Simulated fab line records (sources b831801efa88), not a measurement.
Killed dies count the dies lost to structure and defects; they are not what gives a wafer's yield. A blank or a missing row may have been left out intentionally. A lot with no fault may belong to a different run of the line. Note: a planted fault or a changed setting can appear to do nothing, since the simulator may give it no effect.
A struck lot beside a sound one | flow sky130 | 44 out of 708 route steps
Sound: these wafers, L507.3, L507.4, L507.5. Wafers L513.1, L513.3, L513.6 were the ones struck. The cause is given at the end.
For every step that has rows: the tool of each side, followed by ch and its chambers, followed by its first start. Under that, the readings that differ: sound wafers | struck wafers | difference of the means | sigmas: that difference in standard deviations of wafers without a fault.
alike: a reading whose means differ by less than 2 such deviations, as well as words and numbers matching on both sides. not compared: withheld readings; readings where some wafer has no value; bounds like >300 that might hide an equal value; numbers whose values overlap and for which the record gives no deviation.
A row with sigmas, a row that says differs or no value, or rows on one side alone: a step with any of these is where the two part. Non-overlapping numbers with no deviation appear without sigmas and do not part them. A reading that every wafer of one side lacks parts them only if that side has two wafers or more.

first, 5 steps without rows for these wafers: SKY_FIELD_ISO_WET_ETCH_18 (etches Si3N4 in H3PO4, target depth 25 nm, time 286 s); SKY_FIELD_ISO_CLEAN_19 (cleans in SC1/SC2, time 150 s); SKY_FIELD_ISO_CLEAN_20 (cleans in dHF, time 20 s); SKY_FIELD_ISO_WET_ETCH_21 (etches SiO2 in dHF, target depth 20 nm, time 400 s); SKY_FIELD_ISO_OXIDATION_22 (stabilise 600 s, purge 300 s, target thk 10 nm).
SKY_FIELD_ISO_THK_MEAS_23:
  sound on filmMetro-02, day 3 08:37; struck on filmMetro-01, day 4 16:11
reading                         | sound             | struck         | difference | sigmas
FIELD_ISO_OXIDATION_01_THK (nm) | 10.36 10.25 10.30 | 9.61 9.76 9.84 | -0.57      | -3
then, 1 step without rows for these wafers: SKY_FIELD_ISO_CVD_24 (deposits SiO2, target thk 595 nm, time 99.2 s).
SKY_FIELD_ISO_THK_MEAS_25:
  sound on filmMetro-01, day 3 08:45; struck on filmMetro-02, day 4 16:19
  alike: FIELD_ISO_CVD_24_THK
then, 1 step without rows for these wafers: SKY_FIELD_ISO_ANNEAL_26 (time 1800 s).
SKY_FIELD_ISO_CMP_27: polishes, stops on Si3N4, t overpolish 16 s, target thk 457.8 nm.
  sound on cmp-01 ch 1,3, day 3 11:29; struck on cmp-02 ch 1,3, day 4 19:46
  alike: motorCurrentA, overpolishRunS, timeToEndpointS
then, 2 steps without rows for these wafers: SKY_FIELD_ISO_WET_ETCH_28 (etches SiO2 in dHF, target depth 23.7 nm, time 47 s); SKY_FIELD_ISO_WET_ETCH_29 (etches Si3N4 in H3PO4, target depth 160 nm, time 1825 s).
SKY_FIELD_ISO_WET_ETCH_30: etches SiO2 in dHF, target depth 25 nm, time 50 s.
  sound on wetBench-01 ch 3, day 3 12:19; struck on wetBench-01 ch 1, day 4 20:33
reading                                   | sound         | struck            | difference | sigmas
runLengthS (s)                            | 82 82 82      | 58 58 58          | -24        | -7
model.SiO2_of_FIELD_ISO_CVD_24.thkNm (nm) | 405 404.1 405 | 418.9 418.3 418.4 | +13.8      | 
then, 2 steps without rows for these wafers: SKY_NWELL_CLEAN_00 (cleans in SC1/SC2, time 150 s); SKY_NWELL_OXIDATION_01 (stabilise 600 s, purge 300 s, target thk 10 nm).
SKY_NWELL_THK_MEAS_02:
  sound on filmMetro-02, day 3 13:49; struck on filmMetro-04, day 4 22:21
  alike: NWELL_OXIDATION_THK
then, 8 steps without rows for these wafers: SKY_DNWELL_DEHYDRATE_00 (time 60 s); SKY_DNWELL_HMDS_01 (prime time 60 s); SKY_DNWELL_COAT_02 (resist thk 3000 nm); SKY_DNWELL_SOFTBAKE_03; SKY_DNWELL_EXPOSE_04 (exposes mask DNM, target cd 3000 nm); SKY_DNWELL_PEB_05; SKY_DNWELL_DEVELOP_06 (develop time 60 s); SKY_DNWELL_IMPLANT_07.
SKY_DNWELL_STRIP_08: strips in O2/N2.
  sound on plasmaAsher-03 ch 0,1, day 4 05:59; struck on plasmaAsher-01 ch 0,1, day 5 14:48
  alike: drypumpMotorCurrentA, oesProductAu, stripTimeToEndpointS
  not compared: rfHoursCounterH
SKY_DNWELL_TW_MEAS_09:
  sound on filmMetro-04, day 4 06:04; struck on filmMetro-03, day 5 14:54
  alike: DNWELL_TW
then, 7 steps without rows for these wafers: SKY_PWDE_DEHYDRATE_00 (time 60 s); SKY_PWDE_HMDS_01 (prime time 60 s); SKY_PWDE_COAT_02 (resist thk 3000 nm); SKY_PWDE_SOFTBAKE_03; SKY_PWDE_EXPOSE_04 (exposes mask PWDEM, target cd 840 nm); SKY_PWDE_PEB_05; SKY_PWDE_DEVELOP_06 (develop time 60 s).
SKY_PWDE_OVL_MEAS_07:
  sound on overlay-02, day 4 22:13; struck on overlay-01, day 6 08:56
  alike: PWDE_OVL
following that, these wafers have no rows for 1 step: SKY_PWDE_IMPLANT_08.
SKY_PWDE_STRIP_09: strips in O2/N2.
  sound on plasmaAsher-02 ch 0,1, day 4 22:25; struck on plasmaAsher-02 ch 0,1, day 6 09:08
  alike: drypumpMotorCurrentA, oesProductAu, stripTimeToEndpointS
  not compared: rfHoursCounterH
SKY_PWDE_TW_MEAS_10:
  sound on filmMetro-03, day 4 22:30; struck on filmMetro-02, day 6 09:14
  alike: PWDE_TW
then, 5 steps without rows for these wafers: SKY_NWELL_DEHYDRATE_03 (time 60 s); SKY_NWELL_HMDS_04 (prime time 60 s); SKY_NWELL_COAT_05 (resist thk 3000 nm); SKY_NWELL_SOFTBAKE_06; SKY_NWELL_EXPOSE_07 (exposes mask NWM, target cd 840 nm).
SKY_SALICIDE_CLEAN_00: cleans in HF-last, time 30 s.
  the record has rows for the sound wafers here (wetBench-03 ch 2, day 29 12:41) and none for the struck ones
SKY_PAD_OPEN_PROBE_99:
  rows exist in the record for the sound wafers here (prober-02, day 47 05:34), none for the struck ones

WHERE THEY PART
Last at SKY_PAD_OPEN_PROBE_99 as far as this record goes, first at SKY_FIELD_ISO_THK_MEAS_23.

WHY: the cause the simulator had injected
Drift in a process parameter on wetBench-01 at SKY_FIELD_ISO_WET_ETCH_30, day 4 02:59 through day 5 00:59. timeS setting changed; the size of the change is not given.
